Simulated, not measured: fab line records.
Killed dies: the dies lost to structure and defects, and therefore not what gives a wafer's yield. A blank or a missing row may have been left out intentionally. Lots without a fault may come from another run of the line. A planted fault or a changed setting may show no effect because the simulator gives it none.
A struck lot beside a sound one | flow sky130 | 15 steps out of a route of 708
Sound: the wafers L420.2, L420.3, L420.6. Wafers struck: L414.2, L414.3, L414.5. At the end, the cause is stated.
Order at every step that has rows: each side's tool, ch and its chambers, its first start. Under that, the readings that differ: sound wafers | struck wafers | difference of the means | sigmas: that difference in standard deviations of wafers without a fault.
alike: same words and numbers on both sides, and readings whose means sit less than 2 such deviations apart. not compared: any withheld reading, any reading some wafer has no value for, any bound like >300 that may hide the same value, and any number with overlapping values for which the record gives no deviation.
A row with sigmas, a row that says differs or no value, or rows on one side alone: a step with any of these is where the two part. Non-overlapping numbers with no deviation appear without sigmas and do not part them. Lack of a reading on every wafer of one side parts them only where that side has two or more wafers.

first, 7 steps without rows for these wafers: SKY_LDD_LDN_DEHYDRATE_00 (time 60 s); SKY_LDD_LDN_HMDS_01 (prime time 60 s); SKY_LDD_LDN_COAT_02 (resist thk 1140 nm); SKY_LDD_LDN_SOFTBAKE_03 (time 60 s); SKY_LDD_LDN_EXPOSE_04 (exposes mask LDNTM, target cd 700 nm); SKY_LDD_LDN_PEB_05; SKY_LDD_LDN_DEVELOP_06 (develop time 60 s).
SKY_LDD_LDN_OVL_MEAS_07:
  struck on overlay-01, day 24 21:38; sound on overlay-01, day 27 12:05
  alike: LDD_LDN_OVL
then, 4 steps without rows for these wafers: SKY_LDD_LDN_IMPLANT_08; SKY_LDD_LDN_IMPLANT_09; SKY_LDD_LDN_IMPLANT_10; SKY_LDD_LDN_IMPLANT_11.
SKY_LDD_LDN_STRIP_12: strips in O2/N2.
  sound on plasma asher-04 ch 0,1, day 27 12:43; struck on plasma asher-04 ch 0,1, day 24 22:16
  no value came back on the struck wafers for chamber pressure mTorr (mTorr), drypump motor current A (A), oes product au (a.u.), strip time to endpoint s (s); on the sound wafers chamber pressure mTorr (mTorr) reads 1500.7 1499.7 1499.6
  reading                                      | sound | struck         | difference | sigmas
  model.NOVOLAK_of_LDD_LDN_COAT_02.thk nm (nm) | 0 0 0 | 1142 1142 1142 | +1142      |
  not compared: rf hours counter h
SKY_LDD_LDN_TW_MEAS_13:
  struck on film metro-01, day 24 22:22; sound on film metro-01, day 27 12:49
  alike: LDD_LDN_TW
-- the record jumps here: 22 days lie between the struck wafers' starts before and after (it left off in module LDD_LDN and takes up again in module PAD_OPEN, whose first step shown is number 708 of the route) --
SKY_PAD_OPEN_PROBE_99:
  struck on prober-01, day 46 17:26; sound on prober-01, day 48 11:49
  reading             | sound    | struck                                                               | difference                   | sigmas
  hold                | - - -    | await dispo/2.2h/scrap await dispo/2.2h/scrap await dispo/2.2h/scrap | no value on the sound wafers |
  killed at front end | 11 12 19 | 411 400 421                                                          | +397                         | +90
  killed dies         | 72 75 86 | 492 492 492                                                          | +414                         | +47
  killed on rim       | 13 15 24 | 96 96 96                                                             | +79                          | +19
  alike: killed_at_M0_to_M3, killed_at_M4_up, killed at contacts, killed at other, killed open, killed short

## WHERE THEY PART
Earliest at SKY_LDD_LDN_STRIP_12; latest, in this record, at SKY_PAD_OPEN_PROBE_99.

WHY: whatever the simulator had introduced
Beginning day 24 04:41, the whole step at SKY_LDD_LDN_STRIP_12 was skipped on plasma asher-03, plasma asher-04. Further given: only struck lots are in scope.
